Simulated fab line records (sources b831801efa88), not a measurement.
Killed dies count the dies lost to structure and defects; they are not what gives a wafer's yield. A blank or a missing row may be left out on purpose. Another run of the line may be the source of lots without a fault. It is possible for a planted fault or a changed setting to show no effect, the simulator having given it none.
Which of the tools did it? ; flow sky130 ; 15 lots with 45 wafers sampled at 2 steps, on a route of 708 steps

WHAT EACH GAUGE READ, for each wafer
SKY_VIA3_THK_MEAS_23: measures by xrf.
lot;measured;on;VIA3_W_THK (nm)
L497;day 39 22:36;film_metro-04;389 385 386
L500;day 40 12:37;film_metro-01;401 397 392
L501;day 40 21:33;film_metro-04;394 395 397
L503;day 41 11:59;film_metro-01;395 395 400
L505;day 42 07:32;film_metro-04;384 385 384
L507;day 42 11:28;film_metro-01;387 397 390
L508;day 42 20:56;film_metro-04;396 391 390
L509;day 43 04:08;film_metro-01;391 394 396
L510;day 43 16:23;film_metro-04;389 391 395
L511;day 43 16:36;film_metro-01;389 389 378
L514;day 44 14:04;film_metro-01;391 389 391
L515;day 44 21:10;film_metro-02;383 380 386
L518;day 45 13:41;film_metro-04;384 385 385
L519;day 45 20:04;film_metro-04;385 384 381
L520;day 46 01:11;film_metro-02;388 389 391

TOOL THAT RAN EACH LOT (tool first, then ch and the chambers of the sampled wafers, then the start)
lot;SKY_VIA3_ETCH_14
L497;rie_diel-04 ch 0,1,2, day 39 21:35
L500;rie_diel-02 ch 1,2, day 40 11:36
L501;rie_diel-03 ch 0,2,3, day 40 20:29
L503;rie_diel-02 ch 0,2,3, day 41 10:57
L505;rie_diel-03 ch 0,1,3, day 42 06:29
L507;rie_diel-03 ch 0,3, day 42 10:26
L508;rie_diel-02 ch 1,3, day 42 19:54
L509;rie_diel-02 ch 1,2,3, day 43 03:08
L510;rie_diel-02 ch 0,2,3, day 43 15:23
L511;rie_diel-03 ch 0,1,3, day 43 15:33
L514;rie_diel-04 ch 0,2,3, day 44 13:03
L515;rie_diel-04 ch 1,3, day 44 20:09
L518;rie_diel-03 ch 0,1,3, day 45 12:38
L519;rie_diel-04 ch 0,2, day 45 19:00
L520;rie_diel-03 ch 0,3, day 46 00:06
- SKY_VIA3_ETCH_14: etches BARC in N2/H2, stops on SiO2, time 45.9 s, target depth 60 nm.

AS READ BY THE TOOLS THEMSELVES (means over the sampled wafers that have a number; for cases with no such wafer, the mark the record gives instead)
SKY_VIA3_ETCH_14.
lot;tool;bias_w (W);drypump_motor_current_A (A);oes_product_au (a.u.);throttle_valve_pct (%)
L497;rie_diel-04;100.24;5.2;0.851;13.226
L500;rie_diel-02;99.83;5.9;0.852;13.236
L501;rie_diel-03;99.80;6.1;0.855;13.235
L503;rie_diel-02;99.90;5.9;0.864;13.226
L505;rie_diel-03;99.68;6.2;0.850;13.223
L507;rie_diel-03;100.07;6.0;0.858;13.220
L508;rie_diel-02;100.07;5.7;0.860;13.220
L509;rie_diel-02;100.02;5.9;0.859;13.226
L510;rie_diel-02;100.09;5.8;0.852;13.224
L511;rie_diel-03;100.24;6.2;0.857;13.231
L514;rie_diel-04;99.86;5.3;0.855;13.215
L515;rie_diel-04;99.94;5.4;0.855;13.217
L518;rie_diel-03;99.93;6.2;0.855;13.225
L519;rie_diel-04;100.10;5.1;0.853;13.223
L520;rie_diel-03;99.80;6.3;0.858;13.225

THE ANSWER, worked out from the rows above alone
Rule: the usual values come from the lots themselves. Put in order of their means at a reading, lots are off if they are a third of the lots or fewer, leave a main group of 4 or more, and stand apart from it by a gap of 3 or more times the standard deviation of the main group's means; of several such gaps the widest counts. A main group whose means are all the same, to the digits that the tables above print for the reading, isn't used. Also off: a lot with no number at a reading for which 4 or more lots have one. Any other lot the step has rows for is counted as sound. First the gauges in route order, then the tools' own readings, where a lot's mean is used as printed above. At the first step where some lot is off, the reading lying furthest off is the one used; lots without a number count as furthest.
Across all readings shown, no lot is off: no conclusion can be drawn from this.

WHAT HAD BEEN PUT IN BY THE SIMULATOR
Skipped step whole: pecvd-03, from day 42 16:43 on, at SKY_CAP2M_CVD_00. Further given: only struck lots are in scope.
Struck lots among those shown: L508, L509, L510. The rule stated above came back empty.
